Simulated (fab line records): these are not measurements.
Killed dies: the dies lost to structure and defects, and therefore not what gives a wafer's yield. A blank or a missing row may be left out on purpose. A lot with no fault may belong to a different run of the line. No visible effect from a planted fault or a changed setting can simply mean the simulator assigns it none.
Code-filled problem report in 8D (eight disciplines) form	flow sky130	the parts of the form that need people (team, actions taken, sign-off) are left out

## 1. WHAT WENT WRONG
At SKY_PAD_OPEN_PROBE_99, killed_at_M4_up averages 64.0 over 2 wafers from 2 lots, while fault-free wafers read 3.0, standard deviation 1.6. Measured from the usual mean, that is +38 standard deviations.
Seen first at day 47 14:56 on prober-01, wafer L751.4. Wafers with a number at this step in the record: 35, from 12 lots. Rule for "out", or "out of limits": more than 4 standard deviations from the usual mean. Any other wafer with a number is counted as sound.

## 2. WHAT IT IS, AND WHAT IT ISN'T
question	is	is not
which readings at this step	killed_at_M4_up, defect-limited-yield, killed-dies, sort_bin_3_pad_short, sort_bin_5_function, sort-n-pass, sort-yield-pct	killed_at_M0_to_M3, killed-at-contacts, killed-at-front-end, killed-at-other, killed-open, killed-short, sort_bin_6_memory
which lots	L751, L756	L744, L746, L747, L748, L752, L753, L761, L762, L766, L767
which wafers of those lots	L751.4, L756.6	L751.3, L756.2, L756.4
read on which tools	prober-01, prober-02	-
when	from day 47 14:56	up to then (13 sound wafers); but 20 sound wafers of L752, L753, L756, L761, L762, L766, L767 came after

## 3. THE SUSPECTS, EACH WITH WHAT RULES IT OUT
Counting: if a tool at a process step up to the reading ran every lot that is out, it stays a suspect. Sound lots after the first of them don't rule it out here, since some wafers of a struck lot are sound.
- plasma-asher-02 at SKY_VIA4_STRIP_13 (strips in O2/N2): kept. Ran every lot that is out, first one L751 (day 44 18:54); last sound lot up to then L748 (day 44 07:25).
- Within plasma-asher-02 at SKY_VIA4_STRIP_13: the wafers that are out ran in chamber 1; their sound lot-mates ran in chamber 0.
Left after counting: plasma-asher-02 at SKY_VIA4_STRIP_13.

## 4. THE CAUSE (what the simulator had put in)
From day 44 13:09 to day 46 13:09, plasma-asher-02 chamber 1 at SKY_VIA4_STRIP_13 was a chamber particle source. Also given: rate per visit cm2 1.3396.
The count eliminated every tool but this one.

## 5. THE EFFECT CHAIN, in route order
One row per reading whose mean, taken over the struck wafers that have a number, lies over 3 standard deviations from the usual. Only readings for which the record gives a usual standard deviation are gone through. hours: the time from each lot's start at the first step in this table that gives one to its start at this step, as a median over the lots. sigmas: the change in usual standard deviations.
hours	step	reading	usual	on struck wafers	change	sigmas
0	SKY_PAD_OPEN_PROBE_99	defect-limited-yield	82.6 %	71.8	-10.8	-5.7
0	SKY_PAD_OPEN_PROBE_99	killed_at_M4_up	3.0	64.0	+61.0	+38
0	SKY_PAD_OPEN_PROBE_99	killed-dies	86	138	+52	+5.6
0	SKY_PAD_OPEN_PROBE_99	sort_bin_3_pad_short	0.9 %	4.1	+3.2	+7.1
0	SKY_PAD_OPEN_PROBE_99	sort_bin_5_function	10.3 %	17.0	+6.7	+4.5
0	SKY_PAD_OPEN_PROBE_99	sort-n-pass	406	354	-52	-5.6
0	SKY_PAD_OPEN_PROBE_99	sort-yield-pct	82.6 %	71.8	-10.8	-5.7
It contains these process steps:
- SKY_PAD_OPEN_PROBE_99

## 6. HOW IT WOULD HAVE BEEN CAUGHT EARLIER
First out-of-limits reading in this record: day 47 14:56, which is 74 hours after fault onset at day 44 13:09.
An alarm limit of 4 standard deviations would not have fired on the tool readings at SKY_VIA4_STRIP_13 for which the record gives a usual standard deviation, since none of them was out on any struck wafer.
Lots out: 2; all had begun SKY_VIA4_STRIP_13 on plasma-asher-02 by day 47 14:56. Had the tool been put on hold then, not one of them would have been saved.
